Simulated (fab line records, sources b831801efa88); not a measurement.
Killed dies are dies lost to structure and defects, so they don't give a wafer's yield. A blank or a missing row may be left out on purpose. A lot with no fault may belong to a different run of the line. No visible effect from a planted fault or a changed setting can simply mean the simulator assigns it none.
fab line records	flow gf180mcu
[record] lots = 11	wafers = 33	lastDay = 33
route steps=602 shown V3@453 M4@461 MIM@504 M5@536
lots with no fault: from the same line, run without faults
startH: hours from the record's first day to the start of the lot's first wafer shown	waitH: how many hours have passed since the lot's step before this one	" identical to the entry in the row above	L1.1+2: a row that stands for several wafers	- either no value or no given start	* or withheld: withheld	< > ~ a bound
route shown NAME@n: NAME is a module with steps in the file, n the number in the route of the first one	usual: mean/standard deviation taken from wafers without a fault	same: alike in all rows	chamber/n: place in a boat	sites: per-site readings	_std_site: their standard deviation	_edge_site: outer sites' mean less inner sites'	radiusMm: for every site, how far away it sits from the centre of the wafer	mask NAME#n: copy n	behind: tool/chamber where the wafer was last shaped	hold: the reason the lot was held/the length of the hold in hours/how it ended	device: names the non-switching transistor (n, p or np)	end of line: tests run on the same wafers once the route is complete	a step without rows: its recipe alone	killed: not the wafer's yield, but the dies lost to structure and defects at the first sort	map: shows each die of a wafer: x if killed, . if not, _ if none is there
set.NAME: the setting that was run; set.NAME@STEP: the one run at that earlier step	model.NAME: the simulator's own value behind a step, which no gauge read
the route's steps for a sample of lots (tables are steps, rows are wafers)
services: when a tool's chamber went out of use (startH, in hours from the record's first day, below 0 if earlier), for how many hours, and the reason
[[steps]]
[step GF_V3_RS_MEAS_24]
[recipe] thkMeasGauge = four-point-probe	reads = W_of_V3_CVD_23+TiN_of_V3_SPUTTER_22+Ti_of_V3_SPUTTER_21
[usual] V3_W_RS = 0.327/0.0038
lot.wafer	tool	chamber	startH	waitH	V3_W_RS[ohm/sq]
L275.4	filmMetro-01	-	512.29	0.1	0.326
L275.5	"	-	"	"	0.327
L275.6	"	-	"	"	0.327
L276.2	filmMetro-01	-	523.34	0.1	0.329
L276.4	"	-	"	"	0.328
L276.6	"	-	"	"	0.325
L277.1	filmMetro-01	-	526.57	0.1	0.325
L277.2	"	-	"	"	0.329
L277.6	"	-	"	"	0.328
L278.2	filmMetro-02	-	530.62	0.1	0.326
L278.5	"	-	"	"	0.330
L278.6	"	-	"	"	0.331
L279.2	filmMetro-02	-	554.75	0.1	0.328
L279.3	"	-	"	"	0.330
L279.6	"	-	"	"	0.331
L280.1	filmMetro-01	-	554.77	0.1	0.327
L280.3	"	-	"	"	0.322
L280.6	"	-	"	"	0.325
L284.3	filmMetro-02	-	590.56	0.1	0.333
L284.4	"	-	"	"	0.329
L284.5	"	-	"	"	0.325
L288.3	filmMetro-01	-	621.02	0.1	0.335
L288.5	"	-	"	"	0.331
L288.6	"	-	"	"	0.330
L290.2	filmMetro-02	-	639.54	0.1	0.324
L290.3	"	-	"	"	0.324
L290.6	"	-	"	"	0.328
L291.1	filmMetro-04	-	647.57	0.1	0.328
L291.4	"	-	"	"	0.326
L291.6	"	-	"	"	0.327
L295.1	filmMetro-01	-	670.83	0.1	0.331
L295.3	"	-	"	"	0.329
L295.4	"	-	"	"	0.328
[step GF_M4_RS_MEAS_05]
[recipe] thkMeasGauge = four-point-probe	reads = TiN_of_M4_SPUTTER_04+Ti_of_M4_SPUTTER_03+AlCu_of_M4_SPUTTER_02+TiN_of_M4_SPUTTER_01+Ti_of_M4_SPUTTER_00
[usual] M4_ALCU_RS = 0.0696/0.00054
lot.wafer	tool	chamber	startH	waitH	M4_ALCU_RS[ohm/sq]
L275.4	filmMetro-01	-	512.99	0.1	0.0696
L275.5	"	-	"	"	0.0698
L275.6	"	-	"	"	0.0692
L276.2	filmMetro-03	-	524.04	0.0	0.0698
L276.4	"	-	"	"	0.0705
L276.6	"	-	"	"	0.0701
L277.1	filmMetro-04	-	527.27	0.0	0.0699
L277.2	"	-	"	"	0.0696
L277.6	"	-	"	"	0.0701
L278.2	filmMetro-03	-	531.33	0.0	0.0695
L278.5	"	-	"	"	0.0695
L278.6	"	-	"	"	0.0689
L279.2	filmMetro-01	-	555.45	0.0	0.0692
L279.3	"	-	"	"	0.0694
L279.6	"	-	"	"	0.0697
L280.1	filmMetro-03	-	555.47	0.0	0.0697
L280.3	"	-	"	"	0.0700
L280.6	"	-	"	"	0.0698
L284.3	filmMetro-03	-	591.26	0.1	0.0707
L284.4	"	-	"	"	0.0701
L284.5	"	-	"	"	0.0704
L288.3	filmMetro-03	-	621.72	0.1	0.0701
L288.5	"	-	"	"	0.0702
L288.6	"	-	"	"	0.0698
L290.2	filmMetro-04	-	640.24	0.0	0.0707
L290.3	"	-	"	"	0.0698
L290.6	"	-	"	"	0.0703
L291.1	filmMetro-03	-	648.27	0.0	0.0694
L291.4	"	-	"	"	0.0696
L291.6	"	-	"	"	0.0695
L295.1	filmMetro-03	-	671.53	0.0	0.0696
L295.3	"	-	"	"	0.0697
L295.4	"	-	"	"	0.0703
[step GF_MIM_SPUTTER_01]
[recipe] material = TiN	targetThkNm = 30	powerW = 6500	timeS = 25	chamberPressurePa = 0.4
[usual] throttleValvePct = 30.3/0.97
lot.wafer	tool	chamber	startH	waitH	throttleValvePct
L275.4	pvdSputter-03	-	562.10	0.1	30.2
L275.5	"	-	"	"	30.1
L275.6	"	-	"	"	30.0
L276.2	pvdSputter-03	-	572.28	0.1	31.1
L276.4	"	-	"	"	30.2
L276.6	"	-	"	"	30.2
L277.1	pvdSputter-02	-	574.75	0.1	29.7
L277.2	"	-	"	"	31.5
L277.6	"	-	"	"	28.5
L278.2	pvdSputter-02	-	579.25	0.1	28.3
L278.5	"	-	"	"	30.0
L278.6	"	-	"	"	31.6
L279.2	pvdSputter-02	-	600.49	0.1	30.7
L279.3	"	-	"	"	30.2
L279.6	"	-	"	"	28.1
L280.1	pvdSputter-03	-	601.02	0.1	31.0
L280.3	"	-	"	"	30.1
L280.6	"	-	"	"	31.2
L284.3	pvdSputter-02	-	635.72	0.1	29.9
L284.4	"	-	"	"	28.4
L284.5	"	-	"	"	31.4
L288.3	pvdSputter-02	-	664.92	0.1	28.3
L288.5	"	-	"	"	31.7
L288.6	"	-	"	"	30.3
L290.2	pvdSputter-03	-	681.52	0.1	29.9
L290.3	"	-	"	"	31.0
L290.6	"	-	"	"	30.0
L291.1	pvdSputter-03	-	689.96	0.1	30.0
L291.4	"	-	"	"	29.9
L291.6	"	-	"	"	29.7
L295.1	pvdSputter-01	-	711.54	0.1	31.0
L295.3	"	-	"	"	30.6
L295.4	"	-	"	"	30.7
[step GF_M5_METAL_ETCH_10]
[recipe] chemistry = Cl2/BCl3	maskMaterial = KrF	targetDepthNm = 627.5	stopOn = SiO2	pressureMtorr = 8	icpW = 800	biasW = 140	Cl2_flow_sccm = 80	bcl3FlowSccm = 40	timeS = 104.6
[usual] chamberPressureMTorr = 8.000/0.0072	drypumpMotorCurrentA = 5.9/0.44	oesProductAu = 0.971/0.0055	throttleValvePct = 28.248/0.01
lot.wafer	tool	chamber	startH	waitH	chamberPressureMTorr	drypumpMotorCurrentA	oesProductAu	rfHoursCounterH	throttleValvePct
L275.4	rieMetal-04	1	605.15	0.0	7.981	5.9	0.971	-	28.245
L275.5	"	1	"	"	7.983	5.9	0.963	-	28.237
L275.6	"	0	"	"	7.998	6.7	0.973	-	28.255
L276.2	rieMetal-04	0	615.15	0.0	8.006	6.7	0.970	0	28.236
L276.4	"	0	"	"	8.001	6.7	0.969	-	28.255
L276.6	"	0	"	"	7.991	6.6	0.973	-	28.246
L277.1	rieMetal-01	0	617.60	0.0	8.005	6.0	0.963	1	28.265
L277.2	"	1	"	"	7.997	5.2	0.972	10	28.250
L277.6	"	0	"	"	7.988	6.0	0.968	-	28.279
L278.2	rieMetal-03	1	622.00	0.0	7.997	5.5	0.961	4	28.233
L278.5	"	0	"	"	8.001	5.6	0.973	-	28.230
L278.6	"	1	"	"	7.995	5.4	0.972	-	28.256
L279.2	rieMetal-03	0	642.82	0.0	8.005	5.6	0.975	11	28.234
L279.3	"	1	"	"	7.986	5.4	0.981	-	28.255
L279.6	"	0	"	"	8.000	5.6	0.968	-	28.272
L280.1	rieMetal-04	1	643.36	0.0	8.004	5.9	0.981	4	28.252
L280.3	"	0	"	"	7.996	6.6	0.973	-	28.244
L280.6	"	0	"	"	8.005	6.6	0.974	-	28.241
L284.3	rieMetal-01	1	675.81	0.0	7.987	5.2	0.971	-	28.258
L284.4	"	0	"	"	8.003	6.0	0.970	-	28.253
L284.5	"	0	"	"	7.993	6.0	0.972	-	28.250
L288.3	rieMetal-03	0	703.39	0.0	8.005	5.6	0.971	-	28.234
L288.5	"	1	"	"	7.991	5.4	0.969	-	28.263
L288.6	"	0	"	"	8.007	5.6	0.975	-	28.249
L290.2	rieMetal-01	0	718.50	0.0	7.989	6.0	0.964	-	28.254
L290.3	"	0	"	"	7.998	6.0	0.974	-	28.231
L290.6	"	0	"	"	8.009	6.0	0.975	-	28.253
L291.1	rieMetal-01	0	726.51	0.0	7.998	6.0	0.968	6	28.251
L291.4	"	0	"	"	7.990	6.0	0.974	-	28.257
L291.6	"	0	"	"	8.002	6.0	0.965	-	28.238
L295.1	rieMetal-04	0	746.50	0.0	7.996	6.6	0.975	5	28.244
L295.3	"	0	"	"	7.993	6.6	0.971	-	28.233
L295.4	"	1	"	"	8.006	5.9	0.973	-	28.247
[step GF_M5_STRIP_11]
[recipe] chemistry = O2/N2	powerW = 1400	pressureMtorr = 1500	platenTempC = 250	o2FlowSccm = 3000	n2FlowSccm = 300	overashFraction = 0.5
[usual] chamberPressureMTorr = 1500.3/1.2	drypumpMotorCurrentA = 5.6/0.32	heaterPowerW = 343/55	oesProductAu = 0.544/0.0049	stripTimeToEndpointS = 7.53/0.04
lot.wafer	tool	chamber	startH	waitH	chamberPressureMTorr	drypumpMotorCurrentA	heaterPowerW	oesProductAu	rfHoursCounterH	stripTimeToEndpointS
L275.4	plasmaAsher-01	1	605.26	0.1	1498.6	5.4	388	0.543	-	7.49
L275.5	"	1	"	"	1501.2	5.3	383	0.542	-	7.49
L275.6	"	0	"	"	1502.5	5.7	363	0.546	-	7.45
L276.2	plasmaAsher-01	1	615.26	0.1	1500.1	5.3	379	0.543	50	7.40
L276.4	"	0	"	"	1499.9	5.7	373	0.536	-	7.45
L276.6	"	0	"	"	1499.3	5.7	368	0.537	-	7.41
L277.1	plasmaAsher-01	0	617.71	0.1	1500.8	5.8	380	0.551	50	7.61
L277.2	"	1	"	"	1500.6	5.3	391	0.550	50	7.56
L277.6	"	1	"	"	1501.7	5.3	389	0.545	-	7.58
L278.2	plasmaAsher-01	0	622.11	0.1	1501.0	5.7	369	0.536	50	7.55
L278.5	"	1	"	"	1500.9	5.3	384	0.547	-	7.50
L278.6	"	0	"	"	1500.6	5.7	365	0.548	-	7.59
L279.2	plasmaAsher-04	1	642.93	0.1	1502.2	6.0	283	0.545	22	7.51
L279.3	"	1	"	"	1499.6	6.0	286	0.550	-	7.51
L279.6	"	0	"	"	1497.4	5.2	327	0.538	-	7.50
L280.1	plasmaAsher-01	0	643.47	0.1	1501.0	5.7	363	0.538	52	7.53
L280.3	"	1	"	"	1499.5	5.3	388	0.549	-	7.54
L280.6	"	1	"	"	1500.9	5.3	370	0.542	-	7.50
L284.3	plasmaAsher-01	1	675.92	0.1	1500.6	5.3	385	0.553	-	7.53
L284.4	"	0	"	"	1500.7	5.7	372	0.541	-	7.53
L284.5	"	1	"	"	1498.0	5.4	375	0.551	-	7.53
L288.3	plasmaAsher-04	1	703.49	0.1	1500.3	6.1	285	0.501	-	6.33
L288.5	"	0	"	"	1499.8	5.3	331	0.545	-	7.54
L288.6	"	1	"	"	1501.0	6.1	285	0.493	-	6.28
L290.2	plasmaAsher-04	0	718.69	0.1	1500.3	5.2	330	0.552	30	7.56
L290.3	"	1	"	"	1499.1	6.1	282	0.548	-	7.53
L290.6	"	1	"	"	1499.9	6.1	281	0.549	-	7.55
L291.1	plasmaAsher-04	1	726.74	0.2	1499.9	6.1	286	0.546	31	7.60
L291.4	"	1	"	"	1498.8	6.1	280	0.546	-	7.57
L291.6	"	1	"	"	1502.1	6.1	282	0.551	-	7.57
L295.1	plasmaAsher-04	0	746.61	0.1	1501.0	5.3	328	0.539	33	7.46
L295.3	"	0	"	"	1499.0	5.2	333	0.542	-	7.50
L295.4	"	1	"	"	1498.1	6.0	289	0.546	-	7.50
[[services]]
tool	chamber	startH	hours	kind
rieMetal-01	0	540.97	-	clean
rieMetal-01	0	540.97	21.9	scheduledDown
plasmaAsher-04	-	541.05	15.6	pm
rieMetal-04	-	564.42	0.4	repair
pvdSputter-02	-	581.17	1.5	repair
pvdSputter-03	1	603.82	-	consumableReplace:kit
pvdSputter-03	1	603.82	18.0	scheduledDown
pvdSputter-03	1	603.82	18.0	ventCycle
plasmaAsher-01	-	618.88	1.8	repair
pvdSputter-01	-	625.85	65.9	repair
rieMetal-04	1	628.14	7.9	repair
pvdSputter-03	-	638.32	5.5	repair
rieMetal-04	0	646.68	12.6	repair
pvdSputter-01	-	663.16	5.6	repair
pvdSputter-03	0	691.05	-	consumableReplace:kit
pvdSputter-03	0	691.05	18.0	scheduledDown
pvdSputter-03	0	691.05	18.0	ventCycle
pvdSputter-02	1	699.71	-	consumableReplace:kit
pvdSputter-02	1	699.71	18.0	scheduledDown
pvdSputter-02	1	699.71	18.0	ventCycle
plasmaAsher-04	-	700.66	1.1	repair
pvdSputter-03	-	722.21	1.1	repair
rieMetal-03	-	726.39	0.5	repair
plasmaAsher-04	-	741.67	3.4	repair
[[key]]
[firstSign] step = GF_M5_STRIP_11	reading = stripTimeToEndpointS	direction = down	sigmas = 30	usual = *	struck = *
[effect] step = GF_M5_STRIP_11	reading = oesProductAu	direction = down	sigmas = 9.5	usual = 0.544	struck = 0.497
metAt GF_M5_METAL_ETCH_10
struckLots L288
struckWafers L288.3,L288.6
notActingAt GF_V3_RS_MEAS_24,GF_M4_RS_MEAS_05,GF_MIM_SPUTTER_01
onsetBetween 642.82 703.39
[fault] kind = processParameterDrift	tool = rieMetal-03	chamber = 0	onsetH = 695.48	steps = GF_M5_METAL_ETCH_10	channel = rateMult	offset = 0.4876	shape = step	endH = 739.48
